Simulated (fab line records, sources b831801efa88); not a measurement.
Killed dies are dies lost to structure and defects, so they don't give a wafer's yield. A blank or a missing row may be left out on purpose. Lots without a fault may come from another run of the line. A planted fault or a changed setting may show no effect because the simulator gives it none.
Chamber matching | flow sky130 | SKY_VIA4_CMP_21 on cmp-01: 4 sister chambers
The step polishes, stops on SiO2, t overpolish 25 s, target thk 0 nm. 8 wafers are shown with their chamber, then 8 later ones without.

WAFERS WITH THEIR CHAMBER
wafer  | chamber | motor_current_A (A) | overpolish_run_s (s)
L120.4 | 3       | 11.9                | 24.999
L134.3 | 3       | 11.7                | 25.002
L136.1 | 2       | 12.2                | 25.008
L136.2 | 1       | 11.7                | 24.997
L137.1 | 2       | 11.7                | 25.001
L137.5 | 0       | 11.2                | 24.995
L137.6 | 1       | 11.1                | 25.012
L138.2 | 0       | 11.0                | 24.995

WAFERS WITHOUT THEIR CHAMBER
wafer  | motor_current_A (A) | overpolish_run_s (s)
L138.3 | 11.8                | 24.998
L138.4 | 11.8                | 24.999
L141.1 | 11.3                | 25.007
L141.3 | 11.6                | 24.988
L141.4 | 11.3                | 25.001
L143.1 | 12.0                | 24.996
L143.3 | 11.1                | 25.007
L143.6 | 11.3                | 25.002

WHICH CHAMBER EACH WENT THROUGH
wafer  | from the rows above               | in truth
L138.3 | can't be placed: 3 or 2 or 1      | 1
L138.4 | can't be placed: 3 or 2 or 1      | 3
L141.1 | can't be placed: 1 or 3 or 0 or 2 | 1
L141.3 | can't be placed: 0 or 3 or 1 or 2 | 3
L141.4 | can't be placed: 1 or 0 or 3 or 2 | 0
L143.1 | can't be placed: 3 or 2 or 1      | 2
L143.3 | can't be placed: 1 or 0 or 3 or 2 | 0
L143.6 | can't be placed: 1 or 0 or 3 or 2 | 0
Placed correctly: 0 of 8. Can't be placed from these rows: 8 (the true chamber is among the candidates in 8). Placed wrongly: 0.
How it was worked out, from the rows above alone: a wafer's distance from a chamber is the root of the sum, over the readings, of the square of ((its reading less the chamber's mean) divided by the reading's scatter). The wafer belongs to the nearest chamber; if the next one is less than 2 further off, it can't be placed. A chamber's mean is the mean of its shown wafers. The scatter: the root of (the sum of the squares of (reading less its chamber's mean) over the shown wafers, divided by (wafers less chambers)).
